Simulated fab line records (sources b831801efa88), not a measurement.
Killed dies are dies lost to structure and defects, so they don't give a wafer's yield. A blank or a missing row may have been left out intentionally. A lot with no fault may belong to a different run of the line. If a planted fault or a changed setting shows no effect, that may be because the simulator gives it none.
fab line records	flow sky130
record lots=5	wafers=15	last-day=50
route steps=708 shown LDD_LDN@289 PAD_OPEN@708
lots with no fault: from the same line, run without faults
start-h: hours from the record's opening day to when the first of the lot's shown wafers began	wait-h: how many hours have passed since the lot's step before this one	" identical to the entry in the row above	L1.1+2: a single row standing in for several wafers	- no value present, or no start provided	* or withheld: withheld	< > ~ a bound
route shown NAME@n: NAME is a module with steps in the file, n the number in the route of the first one	usual: mean/standard deviation taken from wafers without a fault	same: alike in all rows	chamber/n: place in a boat	sites: readings site by site	_std_site: standard deviation across them	_edge_site: inner sites' mean taken away from outer sites' mean	radius-mm: how far each site lies from the wafer's centre	mask NAME#n: copy n	behind: the tool/chamber that last shaped the wafer	hold: the reason the lot was held/the length of the hold in hours/how it ended	device: whichever transistor did not switch (one of n, p or np)	end of line: the tests these same wafers got at the end of their route	a step without rows: its recipe alone	killed: not the wafer's yield, but the dies lost to structure and defects at the first sort	map: per-die view of a wafer (x killed, . not killed, _ where there is no die)
set.NAME: the setting the step ran with; set.NAME@STEP: the setting that earlier step ran with	model.NAME: the simulator's own value behind a step, which no gauge read
certain route steps with their lots: each step a table, each wafer a row
services: when a tool's chamber went out of use (start-h, in hours from the record's first day, below 0 if earlier), for how many hours, and the reason
## steps
# step SKY_LDD_LDN_DEHYDRATE_00
# recipe temp-c=200	time-s=60
# step SKY_LDD_LDN_HMDS_01
# recipe prime-time-s=60	prime-temp-c=120
# step SKY_LDD_LDN_COAT_02
# recipe resist=NOVOLAK	spin-rpm=3000	resist-thk-nm=1140
# step SKY_LDD_LDN_SOFTBAKE_03
# recipe temp-c=90	time-s=60	resist=NOVOLAK
# step SKY_LDD_LDN_EXPOSE_04
# recipe mask-id=LDNTM	na=0.6	source-shape=conventional	sigma-outer=0.6	polarization=unpolarized	target-cd-nm=700	dose-mj=140
# step SKY_LDD_LDN_PEB_05
# recipe temp-c=withheld	time-s=*	resist=NOVOLAK
# step SKY_LDD_LDN_DEVELOP_06
# recipe resist=NOVOLAK	developer=TMAH	develop-time-s=60	dev-temp-c=23
# step SKY_LDD_LDN_OVL_MEAS_07
# usual LDD_LDN_OVL=1.1/1.4
lot.wafer	tool	chamber	start-h	wait-h	LDD_LDN_OVL[nm]
L605.1	overlay-01	-	582.95	0.1	1.3
L605.5	"	-	"	"	1.4
L605.6	"	-	"	"	3.1
L611.3	overlay-01	-	629.64	0.1	0.7
L611.4	"	-	"	"	2.0
L611.6	"	-	"	"	2.2
L617.1	overlay-02	-	692.58	0.1	0.8
L617.2	"	-	"	"	1.5
L617.4	"	-	"	"	0.2
L618.2	overlay-01	-	693.23	0.1	-0.4
L618.3	"	-	"	"	-0.1
L618.4	"	-	"	"	0.1
L620.1	overlay-02	-	703.55	0.1	2.5
L620.4	"	-	"	"	2.5
L620.5	"	-	"	"	0.7
# step SKY_LDD_LDN_IMPLANT_08
# recipe species=As	energy-kev=15	dose-cm2=1.25e+13	tilt-deg=withheld	rotation-deg=23
# step SKY_LDD_LDN_IMPLANT_09
# recipe species=As	energy-kev=15	dose-cm2=1.25e+13	tilt-deg=withheld	rotation-deg=113
# step SKY_LDD_LDN_IMPLANT_10
# recipe species=As	energy-kev=15	dose-cm2=1.25e+13	tilt-deg=withheld	rotation-deg=203
# step SKY_LDD_LDN_IMPLANT_11
# recipe species=As	energy-kev=15	dose-cm2=1.25e+13	tilt-deg=withheld	rotation-deg=293
# step SKY_LDD_LDN_STRIP_12
# recipe chemistry=O2/N2	power-w=1400	pressure-mtorr=1500	platen-temp-c=withheld	o2-flow-sccm=3000	n2-flow-sccm=300	overash-fraction=0.5
# usual drypump-motor-current-A=5.67/0.29	oes-product-au=0.716/0.0047	strip-time-to-endpoint-s=14.17/0.038
lot.wafer	tool	chamber	start-h	wait-h	drypump-motor-current-A	oes-product-au	rf-hours-counter-h	strip-time-to-endpoint-s	model.NOVOLAK_of_LDD_LDN_COAT_02.thk-nm
L605.1	plasma-asher-02	1	583.58	0.1	5.69	0.950	78	-	73.89
L605.5	"	0	"	"	5.32	0.959	-	-	73.91
L605.6	"	1	"	"	5.72	0.951	-	-	73.94
L611.3	plasma-asher-03	0	630.30	0.1	5.20	0.716	-	14.18	0
L611.4	"	1	"	"	5.90	0.719	-	14.15	0
L611.6	"	0	"	"	5.20	0.717	-	14.12	0
L617.1	plasma-asher-02	1	693.21	0.1	5.70	0.713	88	14.19	0
L617.2	"	0	"	"	5.38	0.715	88	14.17	0
L617.4	"	0	"	"	5.34	0.721	-	14.17	0
L618.2	plasma-asher-02	1	693.86	0.1	5.71	0.712	88	14.15	0
L618.3	"	1	"	"	5.70	0.712	-	14.07	0
L618.4	"	0	"	"	5.37	0.716	-	14.14	0
L620.1	plasma-asher-02	0	704.18	0.1	5.36	0.720	90	14.21	0
L620.4	"	1	"	"	5.68	0.715	-	14.21	0
L620.5	"	1	"	"	5.71	0.718	-	14.15	0
# step SKY_LDD_LDN_TW_MEAS_13
# usual LDD_LDN_TW=1470/9.1
lot.wafer	tool	chamber	start-h	wait-h	LDD_LDN_TW
L605.1	film-metro-03	-	583.68	0.1	1458
L605.5	"	-	"	"	1473
L605.6	"	-	"	"	1466
L611.3	film-metro-01	-	630.38	0.1	1469
L611.4	"	-	"	"	1477
L611.6	"	-	"	"	1472
L617.1	film-metro-04	-	693.31	0.1	1455
L617.2	"	-	"	"	1453
L617.4	"	-	"	"	1463
L618.2	film-metro-04	-	693.97	0.1	1458
L618.3	"	-	"	"	1451
L618.4	"	-	"	"	1467
L620.1	film-metro-01	-	704.28	0.1	1474
L620.4	"	-	"	"	1486
L620.5	"	-	"	"	1485
# step SKY_PAD_OPEN_PROBE_99
# usual killed_at_M0_to_M3=45/6.6	killed_at_M4_up=3.1/1.6	killed-at-contacts=24/5	killed-at-front-end=14/4.4	killed-at-other=0.3/0.58	killed-dies=87/9.2	killed-on-rim=17/3.6	killed-open=47/6.7	killed-short=40/6.4
# same gross-dies=492	killed-at-back-side=0
lot.wafer	tool	chamber	start-h	wait-h	killed_at_M0_to_M3	killed_at_M4_up	killed-at-contacts	killed-at-front-end	killed-at-other	killed-dies	killed-on-rim	killed-open	killed-short
L605.1	prober-02	-	1118.34	0.1	52	2	29	374	0	457	96	55	49
L605.5	prober-02	-	1118.54	0.2	54	7	25	378	0	464	96	54	38
L605.6	prober-02	-	1118.59	0.2	48	4	25	383	0	460	96	52	40
L611.3	prober-02	-	1146.23	0.2	46	4	25	8	0	83	20	40	43
L611.4	prober-02	-	1146.28	0.2	55	2	20	13	0	90	15	49	41
L611.6	prober-02	-	1146.38	0.2	44	3	19	16	0	82	18	40	42
# killed by level:class
L605.1 SPACER:area-cvd=353 CONTACT:geometric-particle:open=13 VIA1:geometric-particle:open=10 VIA3:geometric-particle:short=8 VIA3:geometric-particle:open=8 POLY_GATE:geometric-particle:short=7 POLY_GATE:geometric-particle:open=7 METAL3:geometric-particle:short=6
L605.5 SPACER:area-cvd=372 CONTACT:geometric-particle:open=11 VIA2:geometric-particle:open=11 VIA1:geometric-particle:open=10 VIA3:geometric-particle:open=6 VIA1:geometric-particle:short=6 LOCAL_INTERCONNECT:geometric-particle:short=5 LI_CONTACT:geometric-particle:open=5
L605.6 SPACER:area-cvd=368 VIA1:geometric-particle:open=13 LI_CONTACT:geometric-particle:open=8 CONTACT:geometric-particle:open=8 METAL2:geometric-particle:short=8 POLY_GATE:geometric-particle:open=4 VIA2:geometric-particle:short=4 CONTACT:geometric-particle:short=4
L611.3 VIA1:geometric-particle:open=13 CONTACT:geometric-particle:open=7 LI_CONTACT:geometric-particle:open=6 LOCAL_INTERCONNECT:geometric-particle:short=6 METAL1:geometric-particle:short=6 VIA3:geometric-particle:open=5 VIA1:geometric-particle:short=5 VIA2:geometric-particle:open=5
L611.4 CONTACT:geometric-particle:open=11 VIA2:geometric-particle:open=10 VIA3:geometric-particle:open=9 VIA1:geometric-particle:open=7 METAL3:geometric-particle:short=6 VIA1:geometric-particle:short=5 METAL2:geometric-particle:short=5 FIELD_ISO:geometric-particle:open=4
L611.6 CONTACT:geometric-particle:open=9 METAL2:geometric-particle:short=8 VIA3:geometric-particle:open=7 FIELD_ISO:geometric-particle:open=6 METAL1:geometric-particle:short=6 VIA2:geometric-particle:open=5 VIA1:geometric-particle:short=4 POLY_GATE:geometric-particle:short=4
# map L605.5 (x killed, . not)
__________xxxxxxxxxx_________
________xxxxxxxxxxxxxx_______
______xxxxxxxxxxxxxxxxxx_____
_____xxxxxxxxxxxxxxxxxxxx____
____xxxxxxxxxxxxxxxxxxxxxx___
___xx.x..x.xxxxxxxxxxxxxxxx__
__xxxxxxxxxxxxxxx.xxxxxxxxxx_
_xxxxxxx.xxxxxxxxxxxxxxxxxxxx
_xxxxx.xxxxxxxxxx.xxxxxxxxxxx
_xxxxxxxxxxxxxxxxxxxxxxxxxxxx
_xxxxxxxxxx.xxxxxxxxxx.xxxxxx
_xxxxxxxx.xx.xxxx.xxxx.xxxxxx
_xxxxxxx...xx.xxxxx.xxxxxxxxx
_xxxxxxxxxxxxxx.x..xxxxxxxxxx
_xxxxxxxxxxxx.xxxxxxx.xxxxxxx
__xxxxxxxxxxxxxxxx.x.xxxxxxx_
___xxxxxxxxxxxxxxxxxxxxxxxx__
____xxxxxxxxxxxxxx.xxxxxxx___
_____xx.xxxxxxxxxxxxxxxxx____
______xxxxxxxxxxxxxxxxxx_____
________xxxxxxxxxxxxxx_______
__________xxxxxxxxxx_________
# map L620.4 (x killed, . not)
__________x..x......_________
________x.x.....x....._______
______..xx.........xx..._____
_____x..x......x..x...xx.____
____..x...x.x.xxxx....x..x___
___...............x....x...__
__x...x.......x.x......x.x.._
_..x............x........x...
_...x...................xxxxx
_...xx.x.....x.x.....x.x.....
_x..x........x...x........x..
_..x.x......x.....xx.x.......
_...x..........x......x....x.
_x.x.......x.......x...x....x
_......x....x...xx......xx...
__x.......x..x...........xx._
___.................x..x.x.__
____.....x...x............___
_____xx.........x.....x..____
______.....x......x.x..._____
________...x.....x...x_______
__________......x..._________
## services
tool	chamber	start-h	hours	kind
plasma-asher-02	-	612.07	2.8	pm
plasma-asher-03	-	700.71	2.8	pm
## key
first-sign step=SKY_LDD_LDN_STRIP_12	reading=oes-product-au	direction=up	sigmas=50	usual=0.716	struck=0.953
effect step=SKY_PAD_OPEN_PROBE_99	reading=killed-at-front-end	direction=up	sigmas=83	usual=14	struck=378
model-effect step=SKY_LDD_LDN_STRIP_12	value=NOVOLAK_of_LDD_LDN_COAT_02.thk-nm	without=0	struck=73.91
more-kills-born-at SKY_SPACER_CVD_00@lpcvd-02=1093
met-at SKY_LDD_LDN_STRIP_12
struck-wafers L605.1,L605.5,L605.6
later-rows-left-out L605.1,L605.5,L605.6
tester-left-out L605
fault kind=strip-aborted	tool=plasma-asher-02	chamber=-	onset-h=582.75	steps=SKY_LDD_LDN_STRIP_12	offset=0.38652	end-h=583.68
# tester-left-out: of these lots the tester's yield and bins aren't shown, on N5 and GAA mostly nor the transistor test; their killed dies are dies lost to structure and defects alone, not to doping, threshold or leakage, so they don't give the yield
# later-rows-left-out: the simulator's readings of these wafers behind a module that went badly wrong aren't trusted and aren't shown, but for the sort
